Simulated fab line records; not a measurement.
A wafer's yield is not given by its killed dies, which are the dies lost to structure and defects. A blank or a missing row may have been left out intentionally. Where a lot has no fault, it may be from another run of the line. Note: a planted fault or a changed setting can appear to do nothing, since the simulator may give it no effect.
Which tool was responsible? + flow gf180mcu + Sampling: 6 lots, 18 wafers, 2 of 602 route steps

## WHAT EACH GAUGE READ, for each wafer
GF_LVPWELL_TW_MEAS_11.
| lot  | measured    | on            | LVPWELL_TW  |
|------|-------------|---------------|-------------|
| L666 | day 4 07:36 | film-metro-04 | 592 592 594 |
| L671 | day 5 17:41 | film-metro-03 | 595 594 593 |
| L679 | day 7 17:10 | film-metro-03 | 557 560 558 |
| L681 | day 7 23:34 | film-metro-04 | 561 563 564 |
| L683 | day 8 14:59 | film-metro-02 | 551 553 552 |
| L686 | day 9 01:58 | film-metro-03 | 559 559 554 |

## WHAT TOOL EACH LOT RAN ON (gives the tool, then ch and the chambers of the sampled wafers, and finally the start)
| lot  | GF_LVPWELL_IMPLANT_09          |
|------|--------------------------------|
| L666 | implanter-01 ch 0, day 4 07:03 |
| L671 | implanter-02 ch 0, day 5 17:03 |
| L679 | implanter-03 ch 0, day 7 16:55 |
| L681 | implanter-03 ch 0, day 7 23:19 |
| L683 | implanter-03 ch 0, day 8 14:44 |
| L686 | implanter-03 ch 0, day 9 01:44 |
- GF_LVPWELL_IMPLANT_09

## THE ANSWER, worked out from the rows above alone
Rule: what is usual is taken from the lots themselves. Put in order of their means at a reading, lots are off if they are a third of the lots or fewer, leave a main group of 4 or more, and stand apart from it by a gap of 3 or more times the standard deviation of the main group's means; of several such gaps the widest counts. The tables above print the reading to a certain number of digits; a main group whose means all agree to those digits is not used. Also off: a lot with no number at a reading for which 4 or more lots have one. Any other lot the step has rows for is counted as sound.
Off: L666, L671, seen at GF_LVPWELL_TW_MEAS_11 (LVPWELL_TW). Main group: mean 558, sd 3.8.
A tool fits if, at a process step before that reading, it ran every lot that is off, and no sound lot after the first of them. Those tools and the gauges at GF_LVPWELL_TW_MEAS_11 are tried in the same way. Not one of the candidates tried fits.

## WHAT THE SIMULATOR HAD INSERTED
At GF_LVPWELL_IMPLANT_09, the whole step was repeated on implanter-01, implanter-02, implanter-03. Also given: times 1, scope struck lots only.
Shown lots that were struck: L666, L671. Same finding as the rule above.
